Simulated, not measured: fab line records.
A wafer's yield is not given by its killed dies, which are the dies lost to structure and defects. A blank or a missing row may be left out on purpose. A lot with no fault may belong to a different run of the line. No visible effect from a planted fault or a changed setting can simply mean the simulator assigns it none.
Matching of chambers / flow gf180mcu / cmp-01 running GF_V1_CMP_04: 4 sister chambers
The step polishes SiO2. 21 wafers are shown with their chamber, then 10 later ones without.

WAFERS PAIRED WITH THEIR CHAMBERS
wafer=L310.2; chamber=1; motor_current_A (A)=11.1; time_to_endpoint_s (s)=76; edge_zone_pressure_frac=1.000
wafer=L310.3; chamber=2; motor_current_A (A)=13.8; time_to_endpoint_s (s)=86; edge_zone_pressure_frac=0.999
wafer=L310.5; chamber=0; motor_current_A (A)=9.7; time_to_endpoint_s (s)=88; edge_zone_pressure_frac=1.002
wafer=L311.1; chamber=0; motor_current_A (A)=9.3; time_to_endpoint_s (s)=82; edge_zone_pressure_frac=1.005
wafer=L311.2; chamber=1; motor_current_A (A)=11.1; time_to_endpoint_s (s)=76; edge_zone_pressure_frac=0.994
wafer=L311.3; chamber=2; motor_current_A (A)=13.3; time_to_endpoint_s (s)=76; edge_zone_pressure_frac=0.992
wafer=L312.3; chamber=1; motor_current_A (A)=12.1; time_to_endpoint_s (s)=83; edge_zone_pressure_frac=0.992
wafer=L323.3; chamber=3; motor_current_A (A)=9.4; time_to_endpoint_s (s)=84; edge_zone_pressure_frac=1.002
wafer=L323.5; chamber=1; motor_current_A (A)=11.2; time_to_endpoint_s (s)=79; edge_zone_pressure_frac=0.999
wafer=L323.6; chamber=2; motor_current_A (A)=12.9; time_to_endpoint_s (s)=79; edge_zone_pressure_frac=1.019
wafer=L324.3; chamber=1; motor_current_A (A)=10.7; time_to_endpoint_s (s)=77; edge_zone_pressure_frac=0.999
wafer=L324.4; chamber=0; motor_current_A (A)=10.0; time_to_endpoint_s (s)=80; edge_zone_pressure_frac=1.000
wafer=L324.5; chamber=3; motor_current_A (A)=9.6; time_to_endpoint_s (s)=83; edge_zone_pressure_frac=1.002
wafer=L326.2; chamber=2; motor_current_A (A)=13.6; time_to_endpoint_s (s)=80; edge_zone_pressure_frac=0.999
wafer=L326.5; chamber=3; motor_current_A (A)=9.4; time_to_endpoint_s (s)=87; edge_zone_pressure_frac=0.991
wafer=L326.6; chamber=0; motor_current_A (A)=10.0; time_to_endpoint_s (s)=83; edge_zone_pressure_frac=1.007
wafer=L327.1; chamber=2; motor_current_A (A)=13.3; time_to_endpoint_s (s)=75; edge_zone_pressure_frac=0.997
wafer=L327.2; chamber=0; motor_current_A (A)=9.8; time_to_endpoint_s (s)=79; edge_zone_pressure_frac=1.002
wafer=L327.3; chamber=1; motor_current_A (A)=11.5; time_to_endpoint_s (s)=81; edge_zone_pressure_frac=1.004
wafer=L328.2; chamber=1; motor_current_A (A)=11.1; time_to_endpoint_s (s)=81; edge_zone_pressure_frac=1.005
wafer=L328.3; chamber=3; motor_current_A (A)=9.7; time_to_endpoint_s (s)=80; edge_zone_pressure_frac=1.000

SIGNATURES, as means of the wafers listed above
reading=motor_current_A; chamber 0=9.760; chamber 1=11.257; chamber 2=13.380; chamber 3=9.525; scatter within a chamber=0.345
reading=time_to_endpoint_s; chamber 0=82.40; chamber 1=79.00; chamber 2=79.20; chamber 3=83.50; scatter within a chamber=3.39
reading=edge_zone_pressure_frac; chamber 0=1.00320; chamber 1=0.99900; chamber 2=1.00120; chamber 3=0.99875; scatter within a chamber=0.00632
Rule: a wafer lies at a distance from a chamber equal to the root of the sum of squares, over the readings, of (its reading less the chamber's mean, divided by the reading's scatter). The wafer belongs to the nearest chamber; if the next one is less than 2 further off, it can't be placed. The scatter: the root of (the sum of the squares of (reading less its chamber's mean) over the shown wafers, divided by (wafers less chambers)).

WAFERS WITHOUT THEIR CHAMBER
wafer=L328.6; motor_current_A (A)=9.6; time_to_endpoint_s (s)=85; edge_zone_pressure_frac=0.999
wafer=L329.2; motor_current_A (A)=9.6; time_to_endpoint_s (s)=85; edge_zone_pressure_frac=1.000
wafer=L329.4; motor_current_A (A)=11.8; time_to_endpoint_s (s)=87; edge_zone_pressure_frac=0.998
wafer=L329.5; motor_current_A (A)=11.6; time_to_endpoint_s (s)=87; edge_zone_pressure_frac=1.001
wafer=L330.2; motor_current_A (A)=9.6; time_to_endpoint_s (s)=78; edge_zone_pressure_frac=1.004
wafer=L330.3; motor_current_A (A)=11.0; time_to_endpoint_s (s)=78; edge_zone_pressure_frac=1.002
wafer=L330.4; motor_current_A (A)=13.8; time_to_endpoint_s (s)=85; edge_zone_pressure_frac=1.011
wafer=L333.1; motor_current_A (A)=9.6; time_to_endpoint_s (s)=81; edge_zone_pressure_frac=1.000
wafer=L333.4; motor_current_A (A)=13.3; time_to_endpoint_s (s)=80; edge_zone_pressure_frac=1.003
wafer=L333.6; motor_current_A (A)=10.2; time_to_endpoint_s (s)=88; edge_zone_pressure_frac=1.008

EACH ONE'S CHAMBER
wafer=L328.6; from the rows above=can't be placed: 3 or 0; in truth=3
wafer=L329.2; from the rows above=can't be placed: 3 or 0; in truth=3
wafer=L329.4; from the rows above=1; in truth=1
wafer=L329.5; from the rows above=1; in truth=1
wafer=L330.2; from the rows above=can't be placed: 0 or 3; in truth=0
wafer=L330.3; from the rows above=1; in truth=1
wafer=L330.4; from the rows above=2; in truth=2
wafer=L333.1; from the rows above=can't be placed: 3 or 0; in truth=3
wafer=L333.4; from the rows above=2; in truth=2
wafer=L333.6; from the rows above=can't be placed: 0 or 3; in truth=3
Placed correctly: 5 of 10. Not placeable from these rows: 5 (in 5, the candidates include the true chamber). 0 placed wrongly.
